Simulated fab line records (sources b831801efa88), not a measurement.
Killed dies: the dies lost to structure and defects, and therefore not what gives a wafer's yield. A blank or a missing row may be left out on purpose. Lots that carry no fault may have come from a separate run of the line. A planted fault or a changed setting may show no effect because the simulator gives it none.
The same fault as seen by 2 desks + flow gf180mcu + each desk holds nothing but its own numbers, with what lay behind them at the end

## AT THE TOOL OWNER'S DESK: plasma asher-01
The tool's own readings at GF_MIM_STRIP_20 (strips in O2/N2): means of the sampled wafers that have a number, for each lot that ran on this tool. Marked OUT: a lot whose mean sits more than 4 standard deviations from the usual mean, which makes it out of limits; the brackets give that distance.
Columns: A = chamber pressure mTorr at GF_MIM_STRIP_20, usual 1499.7 mTorr; B = drypump motor current A at GF_MIM_STRIP_20, usual 5.6 A; C = heater power w at GF_MIM_STRIP_20, usual 321 W; D = oes product au at GF_MIM_STRIP_20, usual 0.692 a.u.; E = strip time to endpoint s at GF_MIM_STRIP_20, usual 11.23 s
| lot  | first seen here | A      | B   | C   | D     | E     |
|------|-----------------|--------|-----|-----|-------|-------|
| L631 | day 26 19:01    | 1499.8 | 5.5 | 328 | 0.688 | 11.23 |
| L639 | day 29 12:41    | 1499.4 | 5.6 | 326 | 0.692 | 11.18 |
| L640 | day 29 14:40    | 1498.7 | 5.6 | 321 | 0.692 | 11.22 |
| L644 | day 30 15:20    | 1499.9 | 5.5 | 322 | 0.688 | 11.19 |
| L649 | day 31 23:11    | 1501.3 | 5.6 | 328 | 0.695 | 11.28 |
| L648 | day 32 00:56    | 1499.3 | 5.6 | 326 | 0.687 | 11.25 |
| L650 | day 32 01:19    | 1498.9 | 5.6 | 332 | 0.688 | 11.28 |
This desk found nothing out of limits on any of the 7 lots.

## FROM THE METROLOGY DESK
What the gauges read, lot by lot, whatever tool the lot ran on: means of the sampled wafers that have a number. Marked OUT: a lot whose mean sits more than 4 standard deviations from the usual mean, which makes it out of limits; the brackets give that distance.
Columns: A = V5_OVL at GF_V5_OVL_MEAS_15, usual -1 nm; B = PASSIVATION_CVD_00_THK at GF_PASSIVATION_THK_MEAS_01, usual 998 nm
| lot  | first seen here | A  | B    |
|------|-----------------|----|------|
| L628 | day 27 11:03    | 2  | 997  |
| L631 | day 28 12:40    | -4 | 987  |
| L634 | day 29 07:47    | -4 | 1011 |
| L635 | day 29 18:40    | 2  | 1002 |
| L636 | day 29 21:46    | -3 | 991  |
| L638 | day 30 09:34    | -2 | 1019 |
| L639 | day 31 02:41    | -2 | 1003 |
| L640 | day 31 03:45    | 1  | 1008 |
| L644 | day 32 04:13    | -3 | 999  |
| L649 | day 33 09:39    | 3  | 990  |
| L650 | day 33 10:52    | 1  | 987  |
| L648 | day 33 11:49    | 0  | 1015 |
This desk found nothing out of limits on any of the 12 lots.

## ALL TOGETHER
Nothing out of limits was seen by the tool owner's desk.
Metrology desk: nothing out of limits seen.

## WHAT HAD BEEN PUT IN BY THE SIMULATOR
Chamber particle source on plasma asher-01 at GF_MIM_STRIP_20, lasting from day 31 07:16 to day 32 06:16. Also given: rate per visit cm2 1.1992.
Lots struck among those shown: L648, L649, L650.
